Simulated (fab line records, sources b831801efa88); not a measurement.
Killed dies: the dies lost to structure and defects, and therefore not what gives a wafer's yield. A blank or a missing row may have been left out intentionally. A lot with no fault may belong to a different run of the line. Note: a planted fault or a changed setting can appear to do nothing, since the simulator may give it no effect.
Which of the tools did it? | flow sky130 | 6 lots with 18 wafers sampled at 2 steps, on a route of 708 steps

WHAT EACH GAUGE READ, for each wafer
SKY_VT_ADJUST_HVTR_OVL_MEAS_08.
lot  | measured     | on         | VT_ADJUST_HVTR_OVL (nm)
L717 | day 9 20:44  | overlay-01 | -0.8 0.2 -0.1
L719 | day 10 05:08 | overlay-01 | 1.2 -0.5 1.4
L729 | day 13 14:17 | overlay-02 | 1.4 0.0 1.7
L731 | day 14 02:11 | overlay-02 | 0.0 -0.4 0.8
L734 | day 14 17:35 | overlay-02 | -3.5 -0.9 0.1
L737 | day 15 19:14 | overlay-02 | -1.1 -2.7 -2.2

TOOL THAT RAN EACH LOT (tool first, then ch and the chambers of the sampled wafers, then the start)
lot  | SKY_VT_ADJUST_NCORE_STRIP_10
L717 | plasma asher-03 ch 0,1, day 9 00:13
L719 | plasma asher-01 ch 0, day 9 07:43
L729 | plasma asher-03 ch 1, day 12 12:16
L731 | plasma asher-02 ch 0,1, day 12 23:22
L734 | plasma asher-01 ch 0,1, day 13 15:20
L737 | plasma asher-03 ch 0,1, day 14 16:07
- SKY_VT_ADJUST_NCORE_STRIP_10: strips in O2/N2.

THE ANSWER, worked out from the rows above alone
Rule: the usual values come from the lots themselves. Put in order of their means at a reading, lots are off if they are a third of the lots or fewer, leave a main group of 4 or more, and stand apart from it by a gap of 3 or more times the standard deviation of the main group's means; of several such gaps the widest counts. Not used: any main group whose means are identical at the precision the tables above print for the reading. A lot without any number at a reading at which 4 lots or more have one is off too. Where the step has rows for the other lots, those lots are counted as sound.
Across all readings shown, no lot is off: no conclusion can be drawn from this.

WHAT THE SIMULATOR PUT IN
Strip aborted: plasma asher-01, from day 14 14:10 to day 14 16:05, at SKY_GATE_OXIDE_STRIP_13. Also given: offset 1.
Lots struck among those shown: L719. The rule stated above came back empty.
